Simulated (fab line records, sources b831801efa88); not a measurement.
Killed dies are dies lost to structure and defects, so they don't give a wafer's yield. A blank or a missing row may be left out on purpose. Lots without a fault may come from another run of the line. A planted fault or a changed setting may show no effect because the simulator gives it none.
Chamber matching | flow sfq_line | SFQ_TRILAYER_I3_VIA_BARC_OPEN_VIA_ETCH_121 on rie_diel-01: 4 sister chambers
The step etches BARC in O2, target depth 125 nm, time 41.7 s. 4 wafers are shown with their chamber, then 8 later ones without.

WAFERS WITH THEIR CHAMBER
wafer  | chamber | drypump_motor_current_A (A)
L912.5 | 2       | 6.3
L914.3 | 0       | 5.4
L914.4 | 1       | 5.8
L915.2 | 3       | 5.9

WAFERS WITHOUT THEIR CHAMBER
wafer  | drypump_motor_current_A (A)
L915.4 | 6.3
L915.5 | 5.9
L917.1 | 6.3
L917.5 | 5.8
L917.6 | 6.3
L919.1 | 5.9
L919.2 | 6.2
L919.3 | 5.4

WHICH CHAMBER EACH WENT THROUGH
wafer  | from the rows above | in truth
L915.4 | 2                   | 2
L915.5 | 3                   | 3
L917.1 | 2                   | 2
L917.5 | 1                   | 1
L917.6 | 2                   | 2
L919.1 | 3                   | 3
L919.2 | 2                   | 2
L919.3 | 0                   | 0
Placed correctly: 8 of 8. Can't be placed from these rows: 0. Placed wrongly: 0.
How it was worked out, from the rows above alone: a wafer's distance from a chamber is the root of the sum, over the readings, of the square of ((its reading less the chamber's mean) divided by the reading's scatter). The wafer belongs to the nearest chamber; if the next one is less than 2 further off, it can't be placed. A chamber's mean is the mean of its shown wafers. The scatter: with one shown wafer a chamber, the root of the mean of the squares of how far each hidden wafer lies from its nearest shown one.
